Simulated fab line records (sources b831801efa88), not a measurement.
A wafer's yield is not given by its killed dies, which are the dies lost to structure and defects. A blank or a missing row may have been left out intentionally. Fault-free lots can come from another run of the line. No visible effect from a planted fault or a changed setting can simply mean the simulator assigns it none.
fab line records	flow sfq-line
record: lots: 5	wafers: 23
route steps=325 shown I4@164 JJ@182 M5@199 R5@221 I5@228 C5@243
start-h: the number of hours between the record's first day and the start of the first shown wafer of the lot	wait-h: hours from the lot's prior step to this one	" same as the row above	L1.1+2: one row covering several wafers at once	- no value present, or no start provided	* or withheld: withheld	< > ~ a bound
route shown NAME@n: a module of which the file shows steps, and the number in the route of the first	usual: mean/standard deviation taken from wafers without a fault	same: alike in all rows	chamber/n: place in a boat	sites: readings site by site	_std_site: standard deviation of those values	_edge_site: inner sites' mean taken away from outer sites' mean	radius-mm: how far each site lies from the wafer's centre	mask NAME#n: copy n	behind: the most recent tool/chamber to have shaped the wafer	hold: reason for holding the lot/hours on hold/outcome of the hold	device: the n, p or np transistor that did not switch	end of line: tests of these same wafers at the route's end	for a step that has no rows: nothing shown but its recipe	killed: not the wafer's yield, but the dies lost to structure and defects at the first sort	map: dies across one wafer; x = killed, . = not, _ = none there
set.NAME: setting as actually run; set.NAME@STEP: the setting as run at that earlier step	model.NAME: the simulator's own value behind a step, which no gauge read
one table per step and one row per wafer, for lots whose settings were changed on purpose
== steps ==
step: SFQ_TRILAYER_I4_CMP_CMP_100
recipe: material: SiO2	down-force-psi: 3	platen-rpm: 60	pad-velocity-m-s: 0.94248
lot.wafer	tool	chamber	start-h	wait-h	set.leave-above-ref-nm	model.SiO2_of_TRILAYER_I4_DEP_PECVD_099.thk-nm
L075.1	cmp-01	2	1173.25	9.4	200	199.5
L075.6	"	3	"	"	200	198.8
L075.5	"	0	"	"	200	200.4
L080.4	cmp-02	2	1181.75	2.1	213.3	212.8
L080.1	"	3	"	"	200	199.5
L080.2	"	0	"	"	200	199.9
L080.3	"	1	"	"	213.3	211.8
L080.5	"	2	"	"	200	199.6
L081.2	cmp-01	0	1183.75	3.7	200	200.6
L081.4	"	1	"	"	200	199.7
L081.3	"	3	1185.25	5.2	200	199.3
L081.6	"	0	"	"	200	200.1
L081.5	"	1	"	"	200	198.7
L083.3	cmp-01	0	1189.75	0.5	200	201.1
L083.4	"	2	1190.75	1.5	200	199.9
L083.2	"	3	"	"	200	201
L083.5	"	0	"	"	200	201.4
L083.6	"	1	"	"	200	200.8
L085.1	cmp-01	1	1210.07	1.2	195	195.4
L085.4	"	2	"	"	200	200.6
L085.2	"	3	"	"	200	201.3
L085.5	"	1	1212.07	3.2	195	193.7
L085.6	"	2	"	"	195	194.7
step: SFQ_TRILAYER_I4_METRO_MEASURE_101
usual: thk-nm: 200.2/0.83
lot.wafer	tool	chamber	start-h	wait-h	set.leave-above-ref-nm@TRILAYER_I4_CMP_CMP_100	thk-nm
L075.1	film-metro-01	-	1174.87	0.1	200	199.6
L075.5	"	-	"	"	200	200.6
L075.6	"	-	"	"	200	198.9
L080.1	film-metro-02	-	1184.87	0.1	200	199.5
L080.2	"	-	"	"	200	200.1
L080.3	"	-	"	"	213.3	211.8
L080.4	"	-	"	"	213.3	212.8
L080.5	"	-	"	"	200	199.6
L081.2	film-metro-04	-	1187.07	0.3	200	200.4
L081.3	"	-	"	"	200	199.3
L081.4	"	-	"	"	200	199.7
L081.5	"	-	"	"	200	198.8
L081.6	"	-	"	"	200	200.1
L083.2	film-metro-01	-	1193.07	0.3	200	201.1
L083.3	"	-	"	"	200	201.0
L083.4	"	-	"	"	200	200.0
L083.5	"	-	"	"	200	201.4
L083.6	"	-	"	"	200	200.9
L085.1	film-metro-01	-	1213.19	0.1	195	195.3
L085.2	"	-	"	"	200	201.4
L085.4	"	-	"	"	200	200.6
L085.5	"	-	"	"	195	193.7
L085.6	"	-	"	"	195	194.6
step: SFQ_TRILAYER_I4_VIA_LITHO_COAT_103
recipe: resist: KrF	spin-rpm: 3000	resist-thk-nm: 650
lot.wafer	tool	chamber	start-h	wait-h	set.spin-rpm	model.KrF_of_TRILAYER_I4_VIA_LITHO_COAT_103.thk-nm
L075.1	litho-track-04	0	1176.37	0.2	3000	649.7
L075.5	"	0	"	"	3000	648.6
L075.6	"	0	"	"	3000	647.7
L080.1	litho-track-02	0	1186.37	0.2	3000	650.8
L080.2	"	0	"	"	2815	671.6
L080.3	"	0	"	"	2815	673
L080.4	"	0	"	"	3000	652.7
L080.5	"	0	"	"	3000	653.8
L081.2	litho-track-04	0	1188.42	0.2	3000	651.5
L081.3	"	0	"	"	3000	650.7
L081.4	"	0	"	"	3062	644.7
L081.5	"	0	"	"	3000	653.1
L081.6	"	0	"	"	3062	643.2
L083.2+5	litho-track-02	0	1194.42	0.2	3220	625
L083.3	"	0	"	"	3000	648.2
L083.4	"	0	"	"	3000	646.1
L083.6	"	0	"	"	3220	626.6
L085.1	litho-track-04	0	1214.69	0.2	3000	651.8
L085.2	"	0	"	"	2935	658.4
L085.4	"	0	"	"	3000	650.7
L085.5	"	0	"	"	2935	658.6
L085.6	"	0	"	"	3000	650.6
step: SFQ_TRILAYER_I4_VIA_BARC_OPEN_VIA_ETCH_146
recipe: mask-material: PR	chemistry: O2	target-depth-nm: 125	target: BARC	source-w: 500	bias-w: 80	pressure-mtorr: 30	time-s: 41.7
lot.wafer	tool	chamber	start-h	wait-h	set.source-w
L075.1+5+6	rie-diel-02	1,0,3	1295.39	0.0	500
L080.1+2+3+4+5	rie-diel-03	1,0,3,2,2	1307.39	0.0	500
L081.2+3+4	rie-diel-04	0,2,3	1310.89	0.0	500
L081.5+6	"	2,1	"	"	523.5
L083.2+3+5	rie-diel-03	1,2,3	1315.69	0.0	500
L083.4+6	"	3,2	"	"	550.3
L085.1+2+4	rie-diel-04	3,2,1	1325.41	0.0	471.4
L085.5+6	"	3,2	"	"	500
step: SFQ_TRILAYER_I4_VIA_ETCH_VIA_ETCH_106
recipe: target: SiO2	stop-on: Nb	mask-material: PR	taper-deg: 20	chemistry: CHF3	target-depth-nm: 260	source-w: 500	bias-w: 77.12	pressure-mtorr: 30	time-s: withheld
usual: oes-product-au: 0.856/0.0046
lot.wafer	tool	chamber	start-h	wait-h	set.leave-above-ref-nm@TRILAYER_I4_CMP_CMP_100	oes-product-au	model.I4.feature-depth-nm
L075.1	rie-diel-02	1	1295.43	0.0	200	0.854	199.5
L075.5	"	0	"	"	200	0.861	200.4
L075.6	"	3	"	"	200	0.848	198.8
L080.1	rie-diel-03	1	1307.43	0.0	200	0.851	199.5
L080.2	"	0	"	"	200	0.858	199.9
L080.3	"	3	"	"	213.3	0.887	211.8
L080.4	"	2	"	"	213.3	0.881	212.8
L080.5	"	2	"	"	200	0.852	199.6
L081.2	rie-diel-04	0	1310.93	0.0	200	0.859	200.6
L081.3	"	2	"	"	200	0.850	199.3
L081.4	"	3	"	"	200	0.854	199.7
L081.5	"	2	"	"	200	0.857	198.7
L081.6	"	1	"	"	200	0.855	200.1
L083.2	rie-diel-03	1	1315.73	0.0	200	0.846	201
L083.3	"	2	"	"	200	0.862	201.1
L083.4	"	3	"	"	200	0.860	199.9
L083.5	"	3	"	"	200	0.857	201.4
L083.6	"	2	"	"	200	0.857	200.7
L085.1	rie-diel-04	3	1325.45	0.0	195	0.844	195.4
L085.2	"	2	"	"	200	0.866	201.3
L085.4	"	1	"	"	200	0.854	200.6
L085.5	"	3	"	"	195	0.838	193.7
L085.6	"	2	"	"	195	0.847	194.7
step: SFQ_TRILAYER_JJ_TRILAYER_DEP_SPUTTER_112
recipe: material: Nb	base-pressure-pa: 1.33e-06	chamber-pressure-pa: 0.1333	substrate-temp-c: 20	target-thk-nm: 170	power-w: 2000	time-s: 113.3
lot.wafer	tool	chamber	start-h	wait-h	set.time-s	model.Nb_of_TRILAYER_JJ_TRILAYER_DEP_SPUTTER_112.thk-nm
L075.1	pvd-sputter-03	-	1297.44	0.5	113.3	169.8
L075.5	"	-	"	"	113.3	170.3
L075.6	"	-	"	"	113.3	170.2
L080.1	pvd-sputter-04	-	1309.44	0.5	99.34	147.5
L080.2	"	-	"	"	99.34	147.1
L080.3	"	-	"	"	99.34	148.1
L080.4	"	-	"	"	113.3	170.6
L080.5	"	-	"	"	113.3	168.9
L081.2	pvd-sputter-03	-	1313.54	0.5	113.3	171.1
L081.3	"	-	"	"	125	190
L081.4	"	-	"	"	113.3	171.7
L081.5	"	-	"	"	113.3	170
L081.6	"	-	"	"	125	188.5
L083.2	pvd-sputter-04	-	1318.34	0.5	99.18	149.3
L083.3	"	-	"	"	113.3	168.1
L083.4	"	-	"	"	113.3	167.5
L083.5	"	-	"	"	99.18	145.4
L083.6	"	-	"	"	113.3	168.2
L085.1+4	pvd-sputter-04	-	1328.06	0.5	113.3	168
L085.2	"	-	"	"	113.3	168.8
L085.5	"	-	"	"	113.3	170.7
L085.6	"	-	"	"	113.3	169.3
step: SFQ_JJ_RS_MEAS_929
recipe: thk-meas-gauge: four-point-probe	reads: Nb_of_TRILAYER_JJ_TRILAYER_DEP_SPUTTER_112
usual: JJ_NB_RS: 1.049/0.0099
lot.wafer	tool	chamber	start-h	wait-h	set.time-s@TRILAYER_JJ_TRILAYER_DEP_SPUTTER_112	JJ_NB_RS[ohm/sq]
L075.1	film-metro-02	-	1297.52	0.0	113.3	1.051
L075.5	"	-	"	"	113.3	1.045
L075.6	"	-	"	"	113.3	1.048
L080.1	film-metro-02	-	1309.52	0.0	99.34	1.210
L080.2	"	-	"	"	99.34	1.215
L080.3	"	-	"	"	99.34	1.206
L080.4	"	-	"	"	113.3	1.047
L080.5	"	-	"	"	113.3	1.058
L081.2	film-metro-03	-	1313.64	0.1	113.3	1.041
L081.3	"	-	"	"	125	0.936
L081.4	"	-	"	"	113.3	1.038
L081.5	"	-	"	"	113.3	1.050
L081.6	"	-	"	"	125	0.942
L083.2	film-metro-02	-	1318.44	0.1	99.18	1.199
L083.3	"	-	"	"	113.3	1.062
L083.4	"	-	"	"	113.3	1.065
L083.5	"	-	"	"	99.18	1.228
L083.6	"	-	"	"	113.3	1.060
L085.1	film-metro-03	-	1328.14	0.0	113.3	1.059
L085.2	"	-	"	"	113.3	1.055
L085.4	"	-	"	"	113.3	1.061
L085.5	"	-	"	"	113.3	1.045
L085.6	"	-	"	"	113.3	1.053
step: SFQ_TRILAYER_JJ_CE_LITHO_COAT_119
recipe: resist: BARC	spin-rpm: 3000	resist-thk-nm: 62
lot.wafer	tool	chamber	start-h	wait-h	set.resist-thk-nm	model.BARC_of_TRILAYER_JJ_CE_LITHO_COAT_119.thk-nm
L075.1	litho-track-02	0	1297.75	0.1	62	62.08
L075.5	"	0	"	"	62	62.07
L075.6	"	0	"	"	62	61.93
L080.1	litho-track-02	0	1309.70	0.1	62	62.26
L080.2	"	0	"	"	59.93	60.16
L080.3	"	0	"	"	62	62.11
L080.4	"	0	"	"	62	62.17
L080.5	"	0	"	"	59.93	60.12
L081.2	litho-track-04	0	1313.85	0.1	62	61.74
L081.3	"	0	"	"	60.05	59.95
L081.4	"	0	"	"	60.05	59.84
L081.5	"	0	"	"	62	62.01
L081.6	"	0	"	"	62	61.77
L083.2	litho-track-04	0	1318.65	0.1	62	61.85
L083.3	"	0	"	"	62	62.02
L083.4	"	0	"	"	65.43	65.37
L083.5	"	0	"	"	65.43	65.61
L083.6	"	0	"	"	62	62.06
L085.1	litho-track-04	0	1328.32	0.1	59.45	59.49
L085.2	"	0	"	"	59.45	59.5
L085.4+5	"	0	"	"	62	62.17
L085.6	"	0	"	"	62	62.11
step: SFQ_TRILAYER_JJ_CE_ETCH_RIE_118
recipe: target: Nb	stop-on: Al2O3	mask-material: PR	taper-deg: 13.257	over-etch-frac: 0.15	time-s: 97.7	chemistry: SF6	target-depth-nm: 170	icp-w: 600	bias-w: 80	pressure-mtorr: 10
lot.wafer	tool	chamber	start-h	wait-h	set.icp-w	model.KrF_of_TRILAYER_JJ_CE_LITHO_COAT_114.thk-nm
L075.1	rie-metal-03	1	1415.75	0.1	600	486.8
L075.5	"	1	"	"	600	486.1
L075.6	"	0	"	"	600	488.5
L080.1	rie-metal-03	1	1435.16	0.1	560.9	493.5
L080.2	"	0	"	"	600	491
L080.3	"	0	"	"	600	490.4
L080.4	"	1	"	"	600	486.4
L080.5	"	1	"	"	560.9	492.1
L081.2	rie-metal-04	0	1438.76	0.1	600	485.9
L081.3	"	1	"	"	600	484.9
L081.4	"	0	"	"	642.6	477.4
L081.5	"	1	"	"	642.6	478
L081.6	"	0	"	"	600	485.1
L083.2	rie-metal-04	1	1443.56	0.1	530.2	496.1
L083.3	"	1	"	"	530.2	496.3
L083.4	"	0	"	"	600	484.1
L083.5	"	0	"	"	600	486.4
L083.6	"	1	"	"	600	485.4
L085.1	rie-metal-03	0	1453.25	0.2	600	489.6
L085.2	"	0	"	"	600	486.8
L085.4	"	0	"	"	600	489.2
L085.5	"	0	"	"	600	488.2
L085.6	"	0	"	"	600	487.1
step: SFQ_TRILAYER_M5_LITHO_COAT_123
recipe: resist: KrF	spin-rpm: 3000	resist-thk-nm: 600
lot.wafer	tool	chamber	start-h	wait-h	set.resist-thk-nm	model.KrF_of_TRILAYER_M5_LITHO_COAT_123.thk-nm
L075.1	litho-track-04	0	1417.44	0.2	600	601.4
L075.5	"	0	"	"	600	601.9
L075.6	"	0	"	"	600	599.9
L080.1	litho-track-03	0	1436.84	0.2	600	601.8
L080.2+4	"	0	"	"	627.4	630.7
L080.3	"	0	"	"	600	603.5
L080.5	"	0	"	"	627.4	630
L081.2	litho-track-04	0	1440.54	0.2	574.5	578
L081.3	"	0	"	"	574.5	577.9
L081.4	"	0	"	"	600	602.1
L081.5	"	0	"	"	574.5	576.2
L081.6	"	0	"	"	600	603.3
L083.2	litho-track-03	0	1445.29	0.2	600	602.2
L083.3+5	"	0	"	"	579.2	581.5
L083.4	"	0	"	"	600	601.7
L083.6	"	0	"	"	579.2	579.5
L085.1	litho-track-04	0	1455.04	0.2	600	599.6
L085.2	"	0	"	"	600	599.7
L085.4	"	0	"	"	576.4	575.3
L085.5	"	0	"	"	576.4	575.4
L085.6	"	0	"	"	600	599.5
step: SFQ_TRILAYER_M5_LITHO_SOFTBAKE_127
recipe: temp-c: withheld	time-s: withheld	resist: KrF
step: SFQ_TRILAYER_M5_LITHO_EXPOSE_124
recipe: mask-id: M5	na: 0.6	source-shape: conventional	sigma-outer: 0.65	target-cd-nm: 700	dose-mj: 14.4
step: SFQ_TRILAYER_M5_LITHO_DEVELOP_125
recipe: time-s: 60	resist: KrF
step: SFQ_TRILAYER_M5_BARC_OPEN_METAL_ETCH_161
recipe: mask-material: PR	chemistry: O2	target-depth-nm: 125	target: BARC	icp-w: 600	bias-w: 80	pressure-mtorr: 10	time-s: 41.7
lot.wafer	tool	chamber	start-h	wait-h	set.resist-thk-nm@TRILAYER_M5_LITHO_COAT_123	model.KrF_of_TRILAYER_M5_LITHO_COAT_123.thk-nm
L075.1	rie-metal-01	0	1420.62	0.0	600	524
L075.5+6	"	0,1	"	"	600	524.5
L080.1	rie-metal-02	0	1438.83	0.0	600	523.7
L080.2	"	1	"	"	627.4	553.8
L080.3	"	0	"	"	600	525
L080.4	"	1	"	"	627.4	553.7
L080.5	"	0	"	"	627.4	552.1
L081.2	rie-metal-02	0	1442.47	0.0	574.5	500
L081.3	"	0	"	"	574.5	499.7
L081.4	"	1	"	"	600	525.5
L081.5	"	0	"	"	574.5	498.2
L081.6	"	1	"	"	600	526.9
L083.2	rie-metal-04	0	1448.18	0.0	600	524.7
L083.3+5	"	0,1	"	"	579.2	503.8
L083.4	"	1	"	"	600	524.3
L083.6	"	0	"	"	579.2	501.7
L085.1	rie-metal-04	1	1457.02	0.0	600	522.7
L085.2	"	0	"	"	600	522.5
L085.4	"	1	"	"	576.4	498.6
L085.5	"	0	"	"	576.4	498.4
L085.6	"	1	"	"	600	522.6
step: SFQ_TRILAYER_M5_ETCH_METAL_ETCH_126
recipe: target: Nb	stop-on: SiO2	mask-material: PR	over-etch-frac: 0.15	time-s: 203.2	chemistry: Cl2/BCl3	target-depth-nm: 265	icp-w: 600	bias-w: 80	pressure-mtorr: 10
lot.wafer	tool	chamber	start-h	wait-h	set.bias-w	set.resist-thk-nm@TRILAYER_M5_LITHO_COAT_123	model.KrF_of_TRILAYER_M5_LITHO_COAT_123.thk-nm
L075.1	rie-metal-01	0	1420.68	0.0	80	600	370.7
L075.5	"	0	"	"	80	600	371.2
L075.6	"	1	"	"	80	600	377.1
L080.1	rie-metal-02	0	1438.89	0.0	80	600	369.4
L080.2	"	1	"	"	80	627.4	402.4
L080.3	"	0	"	"	80	600	368.2
L080.4	"	1	"	"	80	627.4	404
L080.5	"	0	"	"	80	627.4	397.9
L081.2	rie-metal-02	0	1442.53	0.0	89.5	574.5	338.5
L081.3	"	0	"	"	80	574.5	345.5
L081.4	"	1	"	"	89.5	600	368.1
L081.5	"	0	"	"	80	574.5	343.9
L081.6	"	1	"	"	89.5	600	369.8
L083.2	rie-metal-04	0	1448.24	0.0	80	600	368.6
L083.3	"	0	"	"	77.28	579.2	350.4
L083.4	"	1	"	"	80	600	369.5
L083.5	"	1	"	"	80	579.2	348.9
L083.6	"	0	"	"	77.28	579.2	348
L085.1	rie-metal-04	1	1457.08	0.0	77.25	600	370.9
L085.2	"	0	"	"	80	600	366.4
L085.4	"	1	"	"	77.25	576.4	345.8
L085.5	"	0	"	"	77.25	576.4	343.6
L085.6	"	1	"	"	80	600	367.8
step: SFQ_TRILAYER_R5_LITHO_PEB_139
recipe: peb-temp-c: 115	peb-time-s: 60	resist: KrF
lot.wafer	tool	chamber	start-h	wait-h	set.peb-temp-c
L075.1+5+6	litho-track-02	0	1429.93	1.0	115
L080.1+4	litho-track-03	0	1552.30	1.0	115
L080.2+3+5	"	0	"	"	114
L081.2+3	litho-track-03	0	1555.77	0.8	115
L081.4+5+6	"	0	"	"	118.7
L083.2+5	litho-track-02	0	1562.97	0.8	115
L083.3+4+6	"	0	"	"	113
L085.1+6	litho-track-01	0	1572.55	1.0	115
L085.2+4+5	"	0	"	"	111.5
step: SFQ_TRILAYER_R5_LITHO_DEVELOP_138
recipe: time-s: 60	resist: KrF
step: SFQ_TRILAYER_R5_BARC_OPEN_METAL_ETCH_177
recipe: mask-material: PR	chemistry: O2	target-depth-nm: 125	target: BARC	icp-w: 600	bias-w: 80	pressure-mtorr: 10	time-s: 41.7
lot.wafer	tool	chamber	start-h	wait-h	set.peb-temp-c@TRILAYER_R5_LITHO_PEB_139	model.R5.cd-nm
L075.1	rie-metal-03	0	1430.27	0.0	115	500.1
L075.5+6	"	0,1	"	"	115	499.1
L080.1	rie-metal-01	0	1552.64	0.0	115	499.5
L080.2	"	1	"	"	114	517.1
L080.3	"	0	"	"	114	518.4
L080.4	"	1	"	"	115	499
L080.5	"	0	"	"	114	516.7
L081.2	rie-metal-03	0	1556.08	0.0	115	498
L081.3	"	0	"	"	115	497.3
L081.4	"	1	"	"	118.7	439.3
L081.5	"	1	"	"	118.7	438.4
L081.6	"	0	"	"	118.7	440.5
L083.2	rie-metal-01	0	1563.28	0.0	115	502.5
L083.3	"	0	"	"	113	541.1
L083.4+6	"	1	"	"	113	539.2
L083.5	"	0	"	"	115	502.6
L085.1	rie-metal-01	1	1572.88	0.0	115	498.2
L085.2	"	0	"	"	111.5	570.9
L085.4	"	0	"	"	111.5	570.5
L085.5	"	1	"	"	111.5	570.8
L085.6	"	0	"	"	115	499
step: SFQ_TRILAYER_A5C_DEP_PECVD_142
recipe: material: SiO2	temp-c: 150	time-s: 15.556	pressure-torr: 2.4	rf-w: 183.3	precursor: SiH4/N2O	target-thk-nm: 70
lot.wafer	tool	chamber	start-h	wait-h	set.time-s	model.SiO2_of_TRILAYER_A5C_DEP_PECVD_142.thk-nm
L075.1	pecvd-02	0	1431.18	0.0	15.556	69.36
L075.5	"	0	"	"	15.556	70.22
L075.6	"	2	"	"	15.556	71.11
L080.1	pecvd-04	1	1553.53	0.0	15.556	71.18
L080.2	"	2	"	"	15.556	70.38
L080.3	"	0	"	"	15.556	70.53
L080.4	"	0	"	"	15.556	70.78
L080.5	"	2	"	"	15.556	72.11
L081.2	pecvd-03	1	1556.98	0.0	15.556	69.44
L081.3	"	2	"	"	17.72	78.19
L081.4	"	2	"	"	17.72	79.61
L081.5	"	0	"	"	15.556	69.92
L081.6	"	1	"	"	15.556	71.14
L083.2	pecvd-04	2	1564.18	0.0	13.87	62.66
L083.3	"	0	"	"	13.87	61.08
L083.4	"	2	"	"	15.556	70.83
L083.5	"	1	"	"	15.556	71.45
L083.6	"	0	"	"	13.87	62.58
L085.1	pecvd-02	2	1573.78	0.0	15.556	69.76
L085.2	"	0	"	"	15.556	70.27
L085.4	"	2	"	"	15.556	70.33
L085.5	"	1	"	"	14.27	64.45
L085.6	"	0	"	"	14.27	65.35
step: SFQ_TRILAYER_C5_LITHO_EXPOSE_152
recipe: mask-id: C5	na: 0.6	source-shape: conventional	sigma-outer: 0.65	target-cd-nm: 500	dose-mj: 21.3
lot.wafer	tool	chamber	start-h	wait-h	mask	set.dose-mj
L075.1+5+6	krf-scanner-02	0	1548.55	-	C5#0	21.3
L080.1+2+5	krf-scanner-01	0	1656.86	-	C5#0	22.87
L080.3+4	"	0	"	"	C5#0	21.3
L081.2+3+6	krf-scanner-01	0	1658.26	-	C5#0	21.3
L081.4+5	"	0	"	"	C5#0	22.85
L083.2+3+5	krf-scanner-02	0	1724.39	-	C5#0	22.61
L083.4+6	"	0	"	"	C5#0	21.3
L085.1+2+4+5+6	krf-scanner-01	0	1767.55	-	C5#0	21.3
== key ==
split: step: SFQ_TRILAYER_I4_CMP_CMP_100	setting: leave-above-ref-nm	stated: 200	by: wafer
response: step: SFQ_TRILAYER_I4_CMP_CMP_100	reading: model.SiO2_of_TRILAYER_I4_DEP_PECVD_099.thk-nm	change: +1.99	per: 1%	r: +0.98
response: step: SFQ_TRILAYER_I4_METRO_MEASURE_101	reading: thk-nm	change: +1.97	per: 1%	r: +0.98
response: step: SFQ_TRILAYER_I4_VIA_ETCH_VIA_ETCH_106	reading: oes-product-au	change: +0.00484	per: 1%	r: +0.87
response: step: SFQ_TRILAYER_I4_VIA_ETCH_VIA_ETCH_106	reading: model.I4.feature-depth-nm	change: +1.99	per: 1%	r: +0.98
split: step: SFQ_TRILAYER_I4_VIA_LITHO_COAT_103	setting: spin-rpm	stated: 3000	by: wafer
response: step: SFQ_TRILAYER_I4_VIA_LITHO_COAT_103	reading: model.KrF_of_TRILAYER_I4_VIA_LITHO_COAT_103.thk-nm	change: -3.11	per: 1%	r: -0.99
split: step: SFQ_TRILAYER_I4_VIA_BARC_OPEN_VIA_ETCH_146	setting: source-w	stated: 500	by: wafer
response none clear
split: step: SFQ_TRILAYER_JJ_TRILAYER_DEP_SPUTTER_112	setting: time-s	stated: 113.3	by: wafer
response: step: SFQ_TRILAYER_JJ_TRILAYER_DEP_SPUTTER_112	reading: model.Nb_of_TRILAYER_JJ_TRILAYER_DEP_SPUTTER_112.thk-nm	change: +1.74	per: 1%	r: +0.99
response: step: SFQ_JJ_RS_MEAS_929	reading: JJ_NB_RS	change: -0.0119	per: 1%	r: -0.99
split: step: SFQ_TRILAYER_JJ_CE_LITHO_COAT_119	setting: resist-thk-nm	stated: 62	by: wafer
response: step: SFQ_TRILAYER_JJ_CE_LITHO_COAT_119	reading: model.BARC_of_TRILAYER_JJ_CE_LITHO_COAT_119.thk-nm	change: +0.632	per: 1%	r: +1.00
split: step: SFQ_TRILAYER_JJ_CE_ETCH_RIE_118	setting: icp-w	stated: 600	by: wafer
response: step: SFQ_TRILAYER_JJ_CE_ETCH_RIE_118	reading: model.KrF_of_TRILAYER_JJ_CE_LITHO_COAT_114.thk-nm	change: -0.895	per: 1%	r: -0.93
split: step: SFQ_TRILAYER_M5_LITHO_COAT_123	setting: resist-thk-nm	stated: 600	by: wafer
response: step: SFQ_TRILAYER_M5_LITHO_COAT_123	reading: model.KrF_of_TRILAYER_M5_LITHO_COAT_123.thk-nm	change: +6.07	per: 1%	r: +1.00
response: step: SFQ_TRILAYER_M5_BARC_OPEN_METAL_ETCH_161	reading: model.KrF_of_TRILAYER_M5_LITHO_COAT_123.thk-nm	change: +6.25	per: 1%	r: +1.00
response: step: SFQ_TRILAYER_M5_ETCH_METAL_ETCH_126	reading: model.KrF_of_TRILAYER_M5_LITHO_COAT_123.thk-nm	change: +6.37	per: 1%	r: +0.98
split: step: SFQ_TRILAYER_M5_ETCH_METAL_ETCH_126	setting: bias-w	stated: 80	by: wafer
response none clear
split: step: SFQ_TRILAYER_R5_LITHO_PEB_139	setting: peb-temp-c	stated: 115	by: wafer
response: step: SFQ_TRILAYER_R5_BARC_OPEN_METAL_ETCH_177	reading: model.R5.cd-nm	change: -20.8	per: 1%	r: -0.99
split: step: SFQ_TRILAYER_A5C_DEP_PECVD_142	setting: time-s	stated: 15.556	by: wafer
response: step: SFQ_TRILAYER_A5C_DEP_PECVD_142	reading: model.SiO2_of_TRILAYER_A5C_DEP_PECVD_142.thk-nm	change: +0.692	per: 1%	r: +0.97
split: step: SFQ_TRILAYER_C5_LITHO_EXPOSE_152	setting: dose-mj	stated: 21.3	by: wafer
response none in this file
